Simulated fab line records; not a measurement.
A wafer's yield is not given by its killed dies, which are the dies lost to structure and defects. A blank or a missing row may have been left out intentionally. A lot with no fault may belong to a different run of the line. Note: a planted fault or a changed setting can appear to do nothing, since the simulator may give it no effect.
Matching of chambers :: flow gf180mcu :: rie diel-03 running GF_V3_ETCH_16: 4 sister chambers
The step etches BARC in N2/H2. 4 wafers are shown with their chamber, then 7 later ones without.

## EACH WAFER AND ITS CHAMBER
wafer: L080.3
chamber: 3
drypump motor current A (A): 5.2

wafer: L082.4
chamber: 2
drypump motor current A (A): 5.4

wafer: L085.1
chamber: 0
drypump motor current A (A): 5.7

wafer: L086.5
chamber: 1
drypump motor current A (A): 5.5

## WAFERS WHOSE CHAMBER IS MISSING
wafer: L086.6
drypump motor current A (A): 5.4

wafer: L092.1
drypump motor current A (A): 5.8

wafer: L092.2
drypump motor current A (A): 5.3

wafer: L092.3
drypump motor current A (A): 5.4

wafer: L094.1
drypump motor current A (A): 5.8

wafer: L094.4
drypump motor current A (A): 5.1

wafer: L094.5
drypump motor current A (A): 5.1

## THE CHAMBER EACH PASSED THROUGH
wafer: L086.6
from the rows above: can't be placed: 2 or 1
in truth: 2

wafer: L092.1
from the rows above: 0
in truth: 0

wafer: L092.2
from the rows above: can't be placed: 3 or 2 or 1
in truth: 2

wafer: L092.3
from the rows above: can't be placed: 2 or 1
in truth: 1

wafer: L094.1
from the rows above: 0
in truth: 0

wafer: L094.4
from the rows above: 3
in truth: 3

wafer: L094.5
from the rows above: 3
in truth: 3
4 of 7 placed correctly. Cannot be placed on the basis of these rows: 3; the candidates contain the true chamber in 3. Wrongly placed: 0.
How it was worked out, from the rows above alone: a wafer's distance from a chamber is the root of the sum, over the readings, of the square of ((its reading less the chamber's mean) divided by the reading's scatter). The wafer belongs to the nearest chamber; if the next one is less than 2 further off, it can't be placed. Each chamber's mean is taken over the wafers shown for it. The scatter: root of mean squared gap, hidden wafer to nearest shown wafer, with one shown wafer a chamber.
